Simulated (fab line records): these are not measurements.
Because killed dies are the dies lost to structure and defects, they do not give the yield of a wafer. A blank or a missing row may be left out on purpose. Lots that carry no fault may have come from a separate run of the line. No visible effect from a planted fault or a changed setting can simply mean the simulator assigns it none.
Which tool did it? | flow sky130 | Sampling: 13 lots, 39 wafers, 5 of 708 route steps

== WHAT THE GAUGES READ, wafer by wafer ==
SKY_POLY_GATE_OVL_MEAS_14.
lot  | measured     | on         | POLY_GATE_OVL (nm)
L636 | day 16 18:37 | overlay-02 | -1 -8 -2
L638 | day 17 12:38 | overlay-02 | -4 -8 4
L640 | day 17 23:08 | overlay-01 | -1 -14 -6
L641 | day 18 08:52 | overlay-01 | -2 7 3
L642 | day 19 03:35 | overlay-02 | -6 2 -3
L643 | day 19 12:05 | overlay-01 | 2 3 1
L645 | day 19 19:44 | overlay-01 | 6 -2 0
L647 | day 20 17:09 | overlay-02 | -8 -9 7
L652 | day 22 03:11 | overlay-02 | 1 5 2
L656 | day 23 14:41 | overlay-01 | 2 -6 3
L657 | day 24 01:08 | overlay-02 | 2 7 3
L658 | day 24 03:17 | overlay-02 | 6 11 1
L659 | day 24 16:34 | overlay-01 | -6 -3 -3

SKY_LDD_P_OVL_MEAS_08.
lot  | measured     | on         | LDD_P_OVL (nm)
L636 | day 19 09:55 | overlay-02 | -1.9 -3.3 -2.7
L638 | day 20 05:29 | overlay-01 | -3.9 -1.0 -0.8
L640 | day 20 17:49 | overlay-02 | -1.1 -1.5 -0.8
L641 | day 21 01:43 | overlay-02 | 0.5 -1.9 -1.5
L642 | day 21 20:44 | overlay-01 | -2.1 -1.3 -3.3
L643 | day 22 04:25 | overlay-01 | -1.6 -1.0 -0.5
L645 | day 22 10:36 | overlay-01 | 0.7 0.2 -0.6
L647 | day 23 10:37 | overlay-02 | 0.2 -0.5 -2.1
L652 | day 24 18:29 | overlay-02 | -2.2 -2.7 -1.5
L656 | day 26 04:28 | overlay-01 | -0.4 -0.4 0.2
L657 | day 26 14:28 | overlay-02 | -0.9 -1.4 -0.7
L658 | day 26 16:20 | overlay-01 | -0.6 -1.2 -1.7
L659 | day 27 06:37 | overlay-01 | -0.2 -2.1 -1.9

SKY_SD_P_CD_MEAS_07: target cd 380 nm.
lot  | measured     | on       | cdNm (nm)
L636 | day 25 17:37 | cdSem-02 | 379.5 380.2 379.1
L638 | day 26 13:31 | cdSem-02 | 377.7 374.5 378.6
L640 | day 27 01:23 | cdSem-01 | 379.1 379.6 380.7
L641 | day 27 08:07 | cdSem-02 | 378.3 377.8 380.9
L642 | day 28 02:46 | cdSem-01 | 376.8 376.6 377.2
L643 | day 28 10:20 | cdSem-02 | 381.0 379.1 379.6
L645 | day 28 15:47 | cdSem-02 | 379.8 377.7 377.3
L647 | day 29 15:01 | cdSem-02 | 409.5 408.5 409.6
L652 | day 30 19:43 | cdSem-02 | 379.7 382.5 383.2
L656 | day 32 02:02 | cdSem-01 | 382.2 382.4 381.4
L657 | day 32 12:22 | cdSem-02 | 378.1 377.2 377.4
L658 | day 32 15:07 | cdSem-02 | 377.0 379.8 380.1
L659 | day 33 05:03 | cdSem-01 | 381.6 380.8 382.1

SKY_SD_N_CD_MEAS_07: target cd 380 nm.
lot  | measured     | on       | cdNm (nm)
L636 | day 28 03:32 | cdSem-01 | 378.3 380.0 378.5
L638 | day 28 23:47 | cdSem-02 | 378.4 377.8 376.8
L640 | day 29 10:57 | cdSem-02 | 378.4 380.3 379.3
L641 | day 29 16:14 | cdSem-01 | 377.7 380.3 377.4
L642 | day 30 10:26 | cdSem-01 | 380.8 379.0 383.2
L643 | day 30 18:30 | cdSem-02 | 383.3 382.9 380.7
L645 | day 30 22:32 | cdSem-02 | 379.3 379.2 380.8
L647 | day 31 21:55 | cdSem-01 | 384.0 380.8 384.7
L652 | day 33 02:52 | cdSem-02 | 382.7 382.9 383.9
L656 | day 34 08:01 | cdSem-01 | 376.4 378.0 376.1
L657 | day 34 17:48 | cdSem-02 | 383.1 382.4 380.5
L658 | day 34 20:10 | cdSem-02 | 376.9 377.4 376.3
L659 | day 35 09:05 | cdSem-01 | 378.7 377.8 377.2

== EACH LOT AND THE TOOL THAT RAN IT (in order: tool; ch and the chambers of the sampled wafers; start) ==
lot  | SKY_SD_P_EXPOSE_04
L636 | ilineStepper-02 ch 0, day 25 03:55
L638 | ilineStepper-01 ch 0, day 25 23:23
L640 | ilineStepper-01 ch 0, day 26 11:20
L641 | ilineStepper-01 ch 0, day 26 17:50
L642 | ilineStepper-01 ch 0, day 27 12:17
L643 | ilineStepper-01 ch 0, day 27 20:19
L645 | ilineStepper-01 ch 0, day 28 02:29
L647 | ilineStepper-01 ch 0, day 29 01:35
L652 | ilineStepper-02 ch 0, day 30 06:34
L656 | ilineStepper-01 ch 0, day 31 12:58
L657 | ilineStepper-01 ch 0, day 31 23:37
L658 | ilineStepper-02 ch 0, day 32 01:49
L659 | ilineStepper-01 ch 0, day 32 15:33
- SKY_SD_P_EXPOSE_04: exposes mask PSDM, target cd 380 nm.

== WHAT THE TOOLS THEMSELVES READ (means of the sampled wafers that have a number; where no wafer has one, the mark that the record gives instead) ==
The record holds no such reading with a usual standard deviation.

== THE ANSWER, worked out from the rows above alone ==
Rule: what is usual is taken from the lots themselves. The widest of any qualifying gaps counts: lots, ordered by their means at a reading, are off when they make up no more than a third of the lots, leave a main group of 4 or more, and stand apart from it by 3 or more times the standard deviation of that group's means. The tables above print the reading to a certain number of digits; a main group whose means all agree to those digits is not used. Also off: a lot with no number at a reading for which 4 or more lots have one. Any other lot the step has rows for is counted as sound. The gauges are gone through in route order, then the tools' own readings, and for those a lot's mean is taken as printed above. The first step at which some lot is off is used, and at that step the reading that is off furthest; a lot without a number counts as furthest.
Off at SKY_SD_P_CD_MEAS_07 (cdNm): L647. For the main group the mean is 379.4 nm and the standard deviation 1.7.
If a tool, at a process step before that reading, ran all the lots that are off and no sound lot after the first of them, it fits. Gauges at SKY_SD_P_CD_MEAS_07: tried the same way as those tools. Not one of the candidates tried fits.

== WHAT WAS PUT IN BY THE SIMULATOR ==
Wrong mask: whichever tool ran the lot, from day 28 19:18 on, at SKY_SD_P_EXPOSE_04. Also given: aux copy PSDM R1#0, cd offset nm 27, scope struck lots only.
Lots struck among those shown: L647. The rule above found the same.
